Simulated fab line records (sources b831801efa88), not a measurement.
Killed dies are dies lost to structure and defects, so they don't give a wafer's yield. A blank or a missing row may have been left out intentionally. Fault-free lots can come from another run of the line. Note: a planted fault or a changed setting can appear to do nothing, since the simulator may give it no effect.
A struck lot beside a sound one -- flow gf180mcu -- 17 out of 602 route steps
Sound: the wafers L809.2, L809.4, L809.5. Struck: wafers L811.3, L811.4 (left out: L811.5, a lot-mate that was not struck); the cause follows at the end.
Order at every step that has rows: each side's tool, ch and its chambers, its first start. Under that, the readings that differ: sound wafers -- struck wafers -- difference of the means -- sigmas: that difference in standard deviations of wafers without a fault.
alike: words and numbers the same on both sides, and readings whose means are apart by under 2 such deviations; not compared: readings that were withheld, readings missing a value for some wafer, numbers with overlapping values and no deviation given by the record, and bounds like >300 which may hide the same value.
A row with sigmas, a row that says differs or no value, or rows on one side alone: a step with any of these is where the two part. When numbers do not overlap yet have no deviation, they are printed without sigmas and do not part them. A reading that every wafer of one side lacks parts them only if that side has two wafers or more.

first, 3 steps without rows for these wafers: GF_V2_EXPOSE_11 (exposes mask Via2, target cd 260 nm); GF_V2_PEB_12 (peb time 90 s); GF_V2_DEVELOP_13 (develop time 60 s).
GF_V2_CD_MEAS_14: target cd 260 nm.
  sound on cd_sem-01, day 23 20:17; struck on cd_sem-02, day 24 22:40
reading,sound,struck,difference,sigmas
cd_nm (nm),260.0 261.3 260.5,257.9 258.3,-2.5,-2
GF_V2_OVL_MEAS_15:
  sound on overlay-02, day 23 20:24; struck on overlay-02, day 24 22:45
  alike: V2_OVL
GF_V2_ETCH_16: etches BARC in N2/H2.
  sound on rie_diel-03 ch 1,2,3, day 23 20:26; struck on rie_diel-02 ch 0,1, day 24 22:47
  alike: chamber_pressure_mTorr, drypump_motor_current_A, oes_product_au, throttle_valve_pct
GF_V2_ETCH_17: etches SiO2 in C4F8/O2/Ar, stops on TiN, target depth 630 nm.
  sound on rie_diel-03 ch 1,2,3; struck on rie_diel-02 ch 0,1
  alike: chamber_pressure_mTorr, oes_product_au
then, 3 steps without rows for these wafers: GF_V2_STRIP_18 (strips in O2/N2); GF_V2_STRIP_19 (strips in post etch residue remover, time 1200 s); GF_V2_CLEAN_20 (cleans in DIW).
GF_V2_SPUTTER_21: material Ti, target thk 15 nm, time 80.02 s.
  sound on pvd_sputter-03, day 23 21:07; struck on pvd_sputter-04, day 24 23:30
  alike: throttle_valve_pct
GF_V2_SPUTTER_22: material TiN, target thk 10 nm, time 40 s.
  sound on pvd_sputter-03, day 23 21:11; struck on pvd_sputter-04, day 24 23:34
  alike: throttle_valve_pct
GF_V2_CVD_23: deposits W, target thk 350 nm, time 104.94 s.
  sound on cvd_w-01 ch 0, day 23 21:13; struck on cvd_w-01 ch 0,1, day 24 23:38
reading,sound,struck,difference,sigmas
model.W_of_V2_CVD_23.thk_nm (nm),355.5 356.5 358.2,456.7 450.5,+96.9,
  alike: heater_power_w
GF_V2_RS_MEAS_24: measures by four-point-probe.
  sound on film_metro-03, day 23 21:21; struck on film_metro-01, day 24 23:46
reading,sound,struck,difference,sigmas
V2_W_RS (ohm/sq),0.321 0.320 0.320,0.250 0.253,-0.069,-15
GF_V2_THK_MEAS_25: measures by xrf.
  sound on film_metro-03, day 23 21:28; struck on film_metro-01, day 24 23:52
reading,sound,struck,difference,sigmas
V2_W_THK (nm),361 359 363,465 457,+100,+17
GF_V2_CMP_26: polishes, stops on SiO2, t overpolish 15 s, target thk 0 nm.
  sound on cmp-01 ch 0,3, day 23 21:31; struck on cmp-02 ch 0,3, day 25 00:16
reading,sound,struck,difference,sigmas
time_to_endpoint_s (s),90 86 86,113 113,+26,+7
  alike: motor_current_A
GF_M3_SPUTTER_00: material Ti, target thk 37.5 nm, time 150 s.
  sound on pvd_sputter-03, day 23 21:49; struck on pvd_sputter-01, day 25 00:28
  alike: throttle_valve_pct

## WHERE THEY PART
First at GF_V2_CD_MEAS_14; last, within this record, at GF_V2_CMP_26. Later steps at which nothing parts them and some readings are alike: GF_M3_SPUTTER_00.

WHY: what the simulator had put in
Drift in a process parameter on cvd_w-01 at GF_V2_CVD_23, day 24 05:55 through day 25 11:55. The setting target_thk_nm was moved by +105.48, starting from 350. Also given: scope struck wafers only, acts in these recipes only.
